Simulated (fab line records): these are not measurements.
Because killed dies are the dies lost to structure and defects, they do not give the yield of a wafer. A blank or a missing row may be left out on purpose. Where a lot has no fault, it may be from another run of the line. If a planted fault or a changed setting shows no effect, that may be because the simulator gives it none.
Which tool did it?	flow sky130	Sampling: 24 lots, 72 wafers, 4 of 708 route steps

WHAT THE GAUGES SHOWED, per wafer
SKY_VIA2_BOW_MEAS_03. Usual: for VIA2_BOW the level is 86 um and the standard deviation is 7.4.
lot	measured	on	VIA2_BOW (um)	flag
L074	day 34 19:25	filmMetro-03	95 93 89	
L075	day 35 14:17	filmMetro-01	88 88 80	
L076	day 35 16:43	filmMetro-02	78 74 84	
L077	day 35 20:05	filmMetro-01	86 93 86	
L078	day 36 03:37	filmMetro-01	85 76 84	
L079	day 36 17:37	filmMetro-03	79 83 71	
L080	day 37 04:50	filmMetro-01	95 91 94	
L081	day 37 12:37	filmMetro-01	77 90 87	
L082	day 37 22:37	filmMetro-03	96 90 91	
L083	day 38 08:01	filmMetro-02	90 87 90	
L084	day 38 06:28	filmMetro-02	74 78 69	
L085	day 38 19:35	filmMetro-02	83 96 85	
L086	day 39 02:25	filmMetro-02	91 86 83	
L087	day 39 09:12	filmMetro-01	79 91 90	
L088	day 39 17:58	filmMetro-02	97 80 76	
L089	day 39 16:52	filmMetro-03	84 81 84	
L090	day 40 02:55	filmMetro-03	87 75 93	
L091	day 40 07:08	filmMetro-02	80 81 78	
L092	day 40 18:44	filmMetro-02	98 91 83	
L093	day 40 22:06	filmMetro-01	82 76 84	
L094	day 41 05:01	filmMetro-02	85 89 85	
L095	day 41 10:32	filmMetro-01	82 93 78	
L096	day 41 14:29	filmMetro-02	80 91 71	
L097	day 41 18:33	filmMetro-01	107 96 104	

WHICH TOOL RAN EACH LOT (tool, then ch and the chambers of the sampled wafers, then the start)
lot	SKY_FIELD_ISO_ETCH_17	SKY_LI_CONTACT_CMP_02	SKY_METAL1_ETCH_18
L074	rieSi-01 ch 0,3, day 2 03:07	cmp-02 ch 1,2,3, day 27 11:40	rieMetal-03 ch 0,1, day 32 09:20
L075	rieSi-02 ch 1,2,3, day 2 12:05	cmp-01 ch 1,2,3, day 28 05:13	rieMetal-03 ch 1, day 33 02:37
L076	rieSi-01 ch 1,2, day 2 15:52	cmp-01 ch 0,2,3, day 28 08:38	rieMetal-03 ch 1, day 33 06:00
L077	rieSi-01 ch 1,2,3, day 2 20:14	cmp-01 ch 2,3, day 28 15:27	rieMetal-03 ch 1, day 33 10:40
L078	rieSi-02 ch 0,1,3, day 3 00:52	cmp-01 ch 0,1,2, day 29 00:10	rieMetal-01 ch 0,1, day 33 19:22
L079	rieSi-01 ch 1,2, day 3 08:34	cmp-01 ch 2,3, day 29 13:18	rieMetal-03 ch 0,1, day 34 09:11
L080	rieSi-02 ch 2,3, day 3 11:41	cmp-02 ch 1,2,3, day 30 01:12	rieMetal-03 ch 0,1, day 34 20:14
L081	rieSi-01 ch 1,2,3, day 3 18:11	cmp-01 ch 0,2,3, day 30 09:26	rieMetal-03 ch 0,1, day 35 03:58
L082	rieSi-02 ch 0,1,3, day 3 21:05	cmp-01 ch 0,1,2, day 30 19:05	rieMetal-03 ch 0,1, day 35 14:17
L083	rieSi-01 ch 0,2, day 4 04:02	cmp-02 ch 0,1,3, day 31 06:43	rieMetal-04 ch 0,1, day 35 23:52
L084	rieSi-02 ch 0,1,3, day 4 10:20	cmp-02 ch 0,1,3, day 31 04:41	rieMetal-01 ch 0, day 35 21:22
L085	rieSi-02 ch 0,2,3, day 4 15:08	cmp-02 ch 0,1,2, day 31 18:07	rieMetal-04 ch 0,1, day 36 10:38
L086	rieSi-01 ch 0,1, day 4 21:44	cmp-02 ch 0,1,2, day 32 00:21	rieMetal-01 ch 0,1, day 36 17:50
L087	rieSi-02 ch 1,2,3, day 5 00:26	cmp-01 ch 0,1, day 32 10:35	rieMetal-04 ch 0,1, day 37 01:53
L088	rieSi-01 ch 1,2,3, day 5 07:08	cmp-01 ch 0,1, day 32 19:22	rieMetal-01 ch 0,1, day 37 10:22
L089	rieSi-02 ch 1,2, day 5 11:01	cmp-02 ch 0,1,2, day 32 19:44	rieMetal-03 ch 0,1, day 37 09:59
L090	rieSi-01 ch 0,1,3, day 5 17:06	cmp-02 ch 2,3, day 33 04:16	rieMetal-04 ch 0,1, day 37 19:14
L091	rieSi-01 ch 0,2,3, day 5 21:49	cmp-01 ch 0,1,3, day 33 10:10	rieMetal-03 ch 0, day 37 23:05
L092	rieSi-01 ch 0,2,3, day 6 03:58	cmp-01 ch 1,2, day 33 22:34	rieMetal-04 ch 0,1, day 38 13:02
L093	rieSi-02 ch 0,1,2, day 6 08:43	cmp-02 ch 1,2,3, day 34 01:55	rieMetal-01 ch 1, day 38 15:28
L094	rieSi-01 ch 0,1,2, day 6 12:35	cmp-01 ch 1,2,3, day 34 09:35	rieMetal-04 ch 0,1, day 38 22:29
L095	rieSi-02 ch 0,2,3, day 6 19:43	cmp-01 ch 2,3, day 34 16:20	rieMetal-01 ch 1, day 39 04:28
L096	rieSi-01 ch 0,2, day 6 21:59	cmp-01 ch 0,3, day 34 20:50	rieMetal-01 ch 0,1, day 39 08:32
L097	rieSi-02 ch 0,1, day 7 02:59	cmp-01 ch 0,1,3, day 35 01:04	rieMetal-04 ch 0,1, day 39 13:31
- SKY_FIELD_ISO_ETCH_17: etches Si in HBr/Cl2/O2, target depth 342 nm, time 97.7 s.
- SKY_LI_CONTACT_CMP_02: polishes PSG.
- SKY_METAL1_ETCH_18: etches BARC in N2/H2, stops on SiO2, time 45.9 s, target depth 60 nm.

AS READ BY THE TOOLS THEMSELVES (means over the sampled wafers that have a number; for cases with no such wafer, the mark the record gives instead)
SKY_FIELD_ISO_ETCH_17. Usual: drypumpMotorCurrentA 5.7 A, standard deviation 0.6; oesProductAu 0.999 a.u., standard deviation 0.0074; throttleValvePct 25.657 %, standard deviation 0.0093.
lot	tool	drypumpMotorCurrentA (A)	oesProductAu (a.u.)	throttleValvePct (%)	flag
L074	rieSi-01	5.9	0.994	25.659	
L075	rieSi-02	5.4	0.998	25.660	
L076	rieSi-01	5.7	1.000	25.664	
L077	rieSi-01	5.8	1.000	25.659	
L078	rieSi-02	6.0	0.990	25.663	
L079	rieSi-01	5.6	0.997	25.662	
L080	rieSi-02	5.9	1.005	25.656	
L081	rieSi-01	5.8	1.001	25.657	
L082	rieSi-02	6.0	1.002	25.656	
L083	rieSi-01	5.7	1.004	25.654	
L084	rieSi-02	6.0	1.000	25.651	
L085	rieSi-02	6.0	1.004	25.651	
L086	rieSi-01	5.7	1.000	25.659	
L087	rieSi-02	5.4	0.996	25.668	
L088	rieSi-01	5.8	1.003	25.660	
L089	rieSi-02	4.9	0.990	25.673	
L090	rieSi-01	5.8	0.997	25.663	
L091	rieSi-01	5.8	1.002	25.652	
L092	rieSi-01	5.8	1.006	25.652	
L093	rieSi-02	5.5	1.008	25.654	
L094	rieSi-01	5.7	0.998	25.663	
L095	rieSi-02	6.0	0.995	25.647	
L096	rieSi-01	5.7	1.009	25.657	
L097	rieSi-02	6.1	0.995	25.649	

SKY_LI_CONTACT_CMP_02. Usual: motorCurrentA 12.5 A, standard deviation 0.9; timeToEndpointS 32.8 s, standard deviation 2.1.
lot	tool	motorCurrentA (A)	timeToEndpointS (s)	flag
L074	cmp-02	12.1	34.7	
L075	cmp-01	11.6	33.0	
L076	cmp-01	12.0	33.0	
L077	cmp-01	12.0	32.7	
L078	cmp-01	12.9	34.8	
L079	cmp-01	11.5	32.1	
L080	cmp-02	12.1	33.6	
L081	cmp-01	12.3	34.4	
L082	cmp-01	12.8	33.9	
L083	cmp-02	12.3	32.3	
L084	cmp-02	12.3	34.6	
L085	cmp-02	11.8	33.8	
L086	cmp-02	12.0	31.0	
L087	cmp-01	13.4	32.8	
L088	cmp-01	13.2	32.1	
L089	cmp-02	12.2	29.5	
L090	cmp-02	12.7	31.3	
L091	cmp-01	12.9	35.1	
L092	cmp-01	12.4	33.0	
L093	cmp-02	12.2	33.0	
L094	cmp-01	12.5	31.9	
L095	cmp-01	11.7	32.9	
L096	cmp-01	12.8	33.4	
L097	cmp-01	12.6	30.9	

SKY_METAL1_ETCH_18. Usual: drypumpMotorCurrentA 5.8 A, standard deviation 0.36; h2FlowSccm 199.9 sccm, standard deviation 0.56; oesProductAu 0.855 a.u., standard deviation 0.0049; throttleValvePct 13.224 %, standard deviation 0.0088.
lot	tool	drypumpMotorCurrentA (A)	h2FlowSccm (sccm)	oesProductAu (a.u.)	throttleValvePct (%)	flag
L074	rieMetal-03	5.5	199.7	0.854	13.222	
L075	rieMetal-03	5.9	198.7	0.853	13.223	
L076	rieMetal-03	5.9	200.1	0.856	13.222	
L077	rieMetal-03	5.9	199.7	0.854	13.225	
L078	rieMetal-01	5.7	200.2	0.854	13.222	
L079	rieMetal-03	5.5	200.1	0.860	13.219	
L080	rieMetal-03	5.7	200.4	0.855	13.214	
L081	rieMetal-03	5.8	200.6	0.858	13.221	
L082	rieMetal-03	5.5	199.7	0.857	13.217	
L083	rieMetal-04	5.9	200.1	0.856	13.229	
L084	rieMetal-01	5.5	200.1	0.858	13.227	
L085	rieMetal-04	5.9	200.5	0.852	13.227	
L086	rieMetal-01	5.9	199.8	0.859	13.218	
L087	rieMetal-04	6.2	199.8	0.852	13.222	
L088	rieMetal-01	5.7	199.8	0.853	13.228	
L089	rieMetal-03	5.4	199.9	0.852	13.217	
L090	rieMetal-04	5.9	200.6	0.858	13.223	
L091	rieMetal-03	5.3	199.7	0.857	13.215	
L092	rieMetal-04	5.9	199.8	0.856	13.237	
L093	rieMetal-01	6.0	200.2	0.856	13.214	
L094	rieMetal-04	6.2	199.5	0.852	13.218	
L095	rieMetal-01	6.0	199.3	0.854	13.223	
L096	rieMetal-01	5.7	199.8	0.859	13.227	
L097	rieMetal-04	5.9	199.5	0.859	13.228	

THE ANSWER, worked out from the rows above alone
Rule: a lot is off if the mean of its wafers that have a number lies more than 3 standard deviations from the usual mean. A lot without any number at a reading at which 4 lots or more have one is off too. Where the step has rows for the other lots, those lots are counted as sound. First the gauges in route order, then the tools' own readings, where a lot's mean is used as printed above. The first step at which some lot is off is used, and at that step the reading that is off furthest; a lot without a number counts as furthest.
Across all readings shown, no lot is off: no conclusion can be drawn from this.

WHAT THE SIMULATOR HAD PUT IN
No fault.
